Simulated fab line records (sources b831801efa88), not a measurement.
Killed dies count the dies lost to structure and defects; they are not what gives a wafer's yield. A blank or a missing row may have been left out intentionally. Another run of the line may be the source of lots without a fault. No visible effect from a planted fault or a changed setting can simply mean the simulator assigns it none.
Which of the tools did it? || flow gf180mcu || route of 602 steps, sampled at 1 step: 7 lots, 21 wafers

== WHAT THE GAUGES READ, wafer by wafer ==
GF_HV_LDD_CD_MEAS_46 targets a cd of 400 nm.
{"lot": "L870", "measured": "day 12 11:18", "on": "cd sem-02", "cd nm (nm)": "392.4 396.1 394.9"}
{"lot": "L872", "measured": "day 13 01:31", "on": "cd sem-02", "cd nm (nm)": "397.0 397.4 395.2"}
{"lot": "L877", "measured": "day 14 20:59", "on": "cd sem-02", "cd nm (nm)": "395.3 392.7 394.0"}
{"lot": "L885", "measured": "day 17 18:10", "on": "cd sem-02", "cd nm (nm)": "395.8 397.8 398.5"}
{"lot": "L887", "measured": "day 18 13:27", "on": "cd sem-02", "cd nm (nm)": "395.6 397.0 396.9"}
{"lot": "L890", "measured": "day 19 05:58", "on": "cd sem-01", "cd nm (nm)": "397.8 396.5 396.2"}
{"lot": "L892", "measured": "day 20 00:06", "on": "cd sem-02", "cd nm (nm)": "393.5 393.3 395.7"}

== WHAT TOOL EACH LOT RAN ON (gives the tool, then ch and the chambers of the sampled wafers, and finally the start) ==
Record: no process step prior to these readings.

== THE ANSWER, worked out from the rows above alone ==
Rule: the usual values come from the lots themselves. Put in order of their means at a reading, lots are off if they are a third of the lots or fewer, leave a main group of 4 or more, and stand apart from it by a gap of 3 or more times the standard deviation of the main group's means; of several such gaps the widest counts. If all means in a main group match to the digits the tables above print for the reading, that group is not used. A lot without any number at a reading at which 4 lots or more have one is off too. Any other lot the step has rows for is counted as sound.
None of the lots is off at any reading shown; this tells nothing.

== WHAT HAD BEEN PUT IN BY THE SIMULATOR ==
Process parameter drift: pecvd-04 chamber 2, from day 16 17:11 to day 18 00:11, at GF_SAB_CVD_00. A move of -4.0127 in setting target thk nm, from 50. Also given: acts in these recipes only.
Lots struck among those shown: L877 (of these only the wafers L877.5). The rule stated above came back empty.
